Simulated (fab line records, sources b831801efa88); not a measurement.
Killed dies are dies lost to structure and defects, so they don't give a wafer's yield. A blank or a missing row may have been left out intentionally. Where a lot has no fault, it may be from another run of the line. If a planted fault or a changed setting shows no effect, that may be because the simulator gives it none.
fab line records ; flow gf180mcu
record lots=14; wafers=42; lastDay=33
route steps=602 shown V1@338 M2@375 V3@444
lots with no fault: from the same line, run without faults
startH: hours from the record's opening day to when the first of the lot's shown wafers began ; waitH: how many hours have passed since the lot's step before this one ; " unchanged from the row above ; L1.1+2: several wafers, shown together as one row ; - value missing, or start not given ; * or withheld: withheld ; < > ~ a bound
route shown NAME@n: a module of which the file shows steps, and the number in the route of the first ; usual: mean and standard deviation over wafers with no fault ; same: alike in all rows ; chamber/n: place in a boat ; sites: per-site readings ; _std_site: standard deviation across them ; _edge_site: the outer-site mean with the inner-site mean subtracted ; radiusMm: how far each site lies from the wafer's centre ; mask NAME#n: copy n ; behind: tool/chamber where the wafer was last shaped ; hold: the reason the lot was held/the length of the hold in hours/how it ended ; device: the transistor (n, p or np) that didn't switch ; end of line: the route-end tests of the same wafers ; step lacking rows: just its recipe ; killed: the dies lost at the first sort to structure and to defects; this is not the yield of the wafer ; map: a wafer's dies, marking killed ones x, the rest . and places with no die _
set.NAME: the run value of the setting; set.NAME@STEP: its run value at that earlier step ; model.NAME: the simulator's own value behind a step, which no gauge read
steps of the route over a sample of lots; a table a step, a row a wafer
## steps
# step GF_V1_THK_MEAS_03
# recipe reads=SiO2_of_V1_CVD_02
# usual V1_CVD_02_THK=855/12
lot.wafer;tool;chamber;startH;waitH;V1_CVD_02_THK[nm]
L252.1;filmMetro-04;-;390.31;0.0;838
L252.5;filmMetro-04;-;390.31;0.0;852
L252.6;filmMetro-04;-;390.31;0.0;864
L253.1;filmMetro-04;-;400.23;0.0;859
L253.4;filmMetro-04;-;400.23;0.0;858
L253.6;filmMetro-04;-;400.23;0.0;829
L257.1;filmMetro-02;-;449.12;0.0;853
L257.4;filmMetro-02;-;449.12;0.0;867
L257.5;filmMetro-02;-;449.12;0.0;861
L256.2;filmMetro-04;-;449.49;0.0;851
L256.4;filmMetro-04;-;449.49;0.0;826
L256.5;filmMetro-04;-;449.49;0.0;863
L258.1;filmMetro-02;-;461.33;0.0;846
L258.2;filmMetro-02;-;461.33;0.0;838
L258.6;filmMetro-02;-;461.33;0.0;840
L259.4;filmMetro-03;-;461.71;0.0;861
L259.5;filmMetro-03;-;461.71;0.0;852
L259.6;filmMetro-03;-;461.71;0.0;864
L260.1;filmMetro-03;-;472.86;0.0;853
L260.5;filmMetro-03;-;472.86;0.0;844
L260.6;filmMetro-03;-;472.86;0.0;863
L263.3;filmMetro-03;-;495.11;0.1;860
L263.5;filmMetro-03;-;495.11;0.1;879
L263.6;filmMetro-03;-;495.11;0.1;872
L264.1;filmMetro-02;-;508.91;0.0;850
L264.3;filmMetro-02;-;508.91;0.0;856
L264.6;filmMetro-02;-;508.91;0.0;869
L266.1;filmMetro-02;-;522.17;0.0;857
L266.4;filmMetro-02;-;522.17;0.0;866
L266.6;filmMetro-02;-;522.17;0.0;867
L267.1;filmMetro-03;-;528.74;0.0;853
L267.4;filmMetro-03;-;528.74;0.0;860
L267.6;filmMetro-03;-;528.74;0.0;857
L268.1;filmMetro-02;-;532.34;0.0;817
L268.2;filmMetro-02;-;532.34;0.0;844
L268.3;filmMetro-02;-;532.34;0.0;855
L269.1;filmMetro-03;-;540.71;0.0;850
L269.5;filmMetro-03;-;540.71;0.0;877
L269.6;filmMetro-03;-;540.71;0.0;854
L271.1;filmMetro-03;-;559.06;0.0;848
L271.2;filmMetro-03;-;559.06;0.0;847
L271.6;filmMetro-03;-;559.06;0.0;857
# step GF_V1_OVL_MEAS_15
# usual V1_OVL=4/5.8
lot.wafer;tool;chamber;startH;waitH;V1_OVL[nm]
L252.1;overlay-02;-;414.06;0.1;3
L252.5;overlay-02;-;414.06;0.1;1
L252.6;overlay-02;-;414.06;0.1;0
L253.1;overlay-01;-;423.78;0.1;0
L253.4;overlay-01;-;423.78;0.1;4
L253.6;overlay-01;-;423.78;0.1;10
L257.1;overlay-01;-;473.34;0.1;14
L257.4;overlay-01;-;473.34;0.1;5
L257.5;overlay-01;-;473.34;0.1;11
L256.2;overlay-02;-;474.92;0.1;0
L256.4;overlay-02;-;474.92;0.1;0
L256.5;overlay-02;-;474.92;0.1;16
L258.1;overlay-01;-;486.53;0.1;-5
L258.2;overlay-01;-;486.53;0.1;3
L258.6;overlay-01;-;486.53;0.1;4
L259.4;overlay-01;-;486.86;0.1;7
L259.5;overlay-01;-;486.86;0.1;-5
L259.6;overlay-01;-;486.86;0.1;-2
L260.1;overlay-01;-;497.54;0.1;-5
L260.5;overlay-01;-;497.54;0.1;0
L260.6;overlay-01;-;497.54;0.1;2
L263.3;overlay-02;-;518.74;0.1;-5
L263.5;overlay-02;-;518.74;0.1;1
L263.6;overlay-02;-;518.74;0.1;14
L264.1;overlay-02;-;532.41;0.1;1
L264.3;overlay-02;-;532.41;0.1;6
L264.6;overlay-02;-;532.41;0.1;-6
L266.1;overlay-02;-;545.44;0.1;7
L266.4;overlay-02;-;545.44;0.1;-1
L266.6;overlay-02;-;545.44;0.1;5
L267.1;overlay-02;-;551.68;0.1;5
L267.4;overlay-02;-;551.68;0.1;2
L267.6;overlay-02;-;551.68;0.1;-6
L268.1;overlay-01;-;555.29;0.1;-2
L268.2;overlay-01;-;555.29;0.1;-3
L268.3;overlay-01;-;555.29;0.1;-1
L269.1;overlay-01;-;564.13;0.1;1
L269.5;overlay-01;-;564.13;0.1;12
L269.6;overlay-01;-;564.13;0.1;-4
L271.1;overlay-02;-;580.88;0.1;2
L271.2;overlay-02;-;580.88;0.1;2
L271.6;overlay-02;-;580.88;0.1;3
# step GF_M2_DEVELOP_13
# recipe developTimeS=60; devTempC=21
# usual chillPlateTempC=22.99/0.1; developTimeS=60/0
lot.wafer;tool;chamber;startH;waitH;chillPlateTempC;developTimeS
L252.1;lithoTrack-03;0;439.96;0.2;22.98;60
L252.5;lithoTrack-03;0;439.96;0.2;23.08;60
L252.6;lithoTrack-03;0;439.96;0.2;22.88;60
L253.1;lithoTrack-03;0;449.46;0.2;22.97;60
L253.4;lithoTrack-03;0;449.46;0.2;23.03;60
L253.6;lithoTrack-03;0;449.46;0.2;22.95;60
L257.1;lithoTrack-03;0;498.76;0.2;22.86;60
L257.4;lithoTrack-03;0;498.76;0.2;22.77;60
L257.5;lithoTrack-03;0;498.76;0.2;22.85;60
L256.2;lithoTrack-03;0;500.24;0.2;22.73;60
L256.4;lithoTrack-03;0;500.24;0.2;23.05;60
L256.5;lithoTrack-03;0;500.24;0.2;23.05;60
L259.4;lithoTrack-03;0;512.19;0.1;22.85;60
L259.5;lithoTrack-03;0;512.19;0.1;23.11;60
L259.6;lithoTrack-03;0;512.19;0.1;22.95;60
L258.1;lithoTrack-03;0;512.46;0.2;23.04;60
L258.2;lithoTrack-03;0;512.46;0.2;22.96;60
L258.6;lithoTrack-03;0;512.46;0.2;23.02;60
L260.1;lithoTrack-03;0;522.16;0.2;22.98;60
L260.5;lithoTrack-03;0;522.16;0.2;22.92;60
L260.6;lithoTrack-03;0;522.16;0.2;22.88;60
L263.3;lithoTrack-01;0;542.72;0.1;23.04;60
L263.5;lithoTrack-01;0;542.72;0.1;22.85;60
L263.6;lithoTrack-01;0;542.72;0.1;22.73;60
L264.1;lithoTrack-03;0;556.21;0.2;23.01;60
L264.3;lithoTrack-03;0;556.21;0.2;23.05;60
L264.6;lithoTrack-03;0;556.21;0.2;22.75;60
L266.1;lithoTrack-02;0;569.34;0.2;22.89;60
L266.4;lithoTrack-02;0;569.34;0.2;22.91;60
L266.6;lithoTrack-02;0;569.34;0.2;22.86;60
L267.1;lithoTrack-02;0;574.74;0.2;23.14;60
L267.4;lithoTrack-02;0;574.74;0.2;23.16;60
L267.6;lithoTrack-02;0;574.74;0.2;23.16;60
L268.1;lithoTrack-03;-;578.31;0.2;-;-
L268.2;lithoTrack-03;-;578.31;0.2;-;-
L268.3;lithoTrack-03;-;578.31;0.2;-;-
L269.1;lithoTrack-02;-;586.59;0.2;-;-
L269.5;lithoTrack-02;-;586.59;0.2;-;-
L269.6;lithoTrack-02;-;586.59;0.2;-;-
L271.1;lithoTrack-02;0;603.19;0.2;23.11;60
L271.2;lithoTrack-02;0;603.19;0.2;23.08;60
L271.6;lithoTrack-02;0;603.19;0.2;23.03;60
# step GF_V3_OVL_MEAS_15
# usual V3_OVL=0/5.6
lot.wafer;tool;chamber;startH;waitH;V3_OVL[nm]
L252.1;overlay-02;-;516.10;0.1;3
L252.5;overlay-02;-;516.10;0.1;6
L252.6;overlay-02;-;516.10;0.1;-1
L253.1;overlay-01;-;524.83;0.1;1
L253.4;overlay-01;-;524.83;0.1;10
L253.6;overlay-01;-;524.83;0.1;7
L257.1;overlay-02;-;571.43;0.1;2
L257.4;overlay-02;-;571.43;0.1;-11
L257.5;overlay-02;-;571.43;0.1;1
L256.2;overlay-01;-;573.74;0.1;-4
L256.4;overlay-01;-;573.74;0.1;-2
L256.5;overlay-01;-;573.74;0.1;-6
L259.4;overlay-01;-;583.55;0.1;-5
L259.5;overlay-01;-;583.55;0.1;3
L259.6;overlay-01;-;583.55;0.1;-2
L258.1;overlay-01;-;585.13;0.1;6
L258.2;overlay-01;-;585.13;0.1;12
L258.6;overlay-01;-;585.13;0.1;12
L260.1;overlay-01;-;592.41;0.1;-8
L260.5;overlay-01;-;592.41;0.1;-9
L260.6;overlay-01;-;592.41;0.1;1
L263.3;overlay-02;-;610.74;0.1;3
L263.5;overlay-02;-;610.74;0.1;2
L263.6;overlay-02;-;610.74;0.1;-1
L264.1;overlay-01;-;622.11;0.1;-3
L264.3;overlay-01;-;622.11;0.1;-4
L264.6;overlay-01;-;622.11;0.1;10
L266.1;overlay-01;-;633.71;0.1;2
L266.4;overlay-01;-;633.71;0.1;5
L266.6;overlay-01;-;633.71;0.1;1
L267.1;overlay-02;-;640.71;0.1;-1
L267.4;overlay-02;-;640.71;0.1;5
L267.6;overlay-02;-;640.71;0.1;3
L271.1;overlay-02;-;665.86;0.1;1
L271.2;overlay-02;-;665.86;0.1;-8
L271.6;overlay-02;-;665.86;0.1;-4
## key
firstSign step=GF_M2_DEVELOP_13; reading=toolRecord; direction=missing
effect none on later readings
metAt GF_M2_DEVELOP_13
struckLots L268,L269
laterRowsLeftOut L268.1,L268.2,L268.3,L269.1,L269.5,L269.6
sortLeftOut L268.1,L268.2,L268.3,L269.1,L269.5,L269.6
notActingAt GF_V1_THK_MEAS_03,GF_V1_OVL_MEAS_15,GF_V3_OVL_MEAS_15
onsetBetween 574.74 578.31
fault kind=skippedStepWhole; tool=lithoTrack-02,lithoTrack-03; chamber=-; onsetH=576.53; steps=GF_M2_DEVELOP_13; scope=struckLotsOnly
# sortLeftOut: the simulated sort isn't trusted on such a fault, so these wafers' sort isn't shown, and their yield isn't known
# laterRowsLeftOut: the simulator's readings of these wafers behind a module that went badly wrong aren't trusted and aren't shown, but for the sort
